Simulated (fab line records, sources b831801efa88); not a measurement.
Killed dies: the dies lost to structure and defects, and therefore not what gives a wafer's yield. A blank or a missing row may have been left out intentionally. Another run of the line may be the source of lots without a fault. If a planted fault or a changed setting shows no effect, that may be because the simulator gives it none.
Matching of chambers -- flow sfq_line -- 4 sister chambers for SFQ_TRILAYER_I6_CMP_CMP_166 on cmp-02
The step polishes SiO2. 8 wafers are shown with their chamber, then 7 later ones without.

WAFERS WITH THEIR CHAMBER
wafer,chamber,motor_current_A (A),time_to_endpoint_s (s)
L791.5,3,9.8,230
L794.6,3,8.8,223
L795.5,1,10.8,224
L801.3,1,11.6,220
L801.4,2,9.0,210
L801.5,0,10.7,215
L806.3,0,9.8,209
L806.1,2,8.8,212

WAFERS WITH NO CHAMBER GIVEN
wafer,motor_current_A (A),time_to_endpoint_s (s)
L806.6,10.9,221
L807.1,9.1,208
L807.4,11.5,216
L807.3,10.2,219
L808.1,9.4,213
L808.3,9.2,208
L808.4,10.7,211

THE CHAMBER EACH PASSED THROUGH
wafer,from the rows above,in truth
L806.6,1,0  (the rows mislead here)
L807.1,can't be placed: 2 or 0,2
L807.4,can't be placed: 1 or 0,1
L807.3,can't be placed: 0 or 1 or 3 or 2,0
L808.1,can't be placed: 2 or 0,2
L808.3,can't be placed: 2 or 0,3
L808.4,0,0
Correctly placed: 1 of 7. Not placeable from these rows: 5 (in 4, the candidates include the true chamber). Wrongly placed: 1.
How it was worked out, from the rows above alone: a wafer's distance from a chamber is the root of the sum, over the readings, of the square of ((its reading less the chamber's mean) divided by the reading's scatter). If the next closest chamber is less than 2 further off than the closest, the wafer can't be placed; otherwise it belongs to the closest. Each chamber's mean is taken over the wafers shown for it. The scatter: the root of (the sum of the squares of (reading less its chamber's mean) over the shown wafers, divided by (wafers less chambers)).
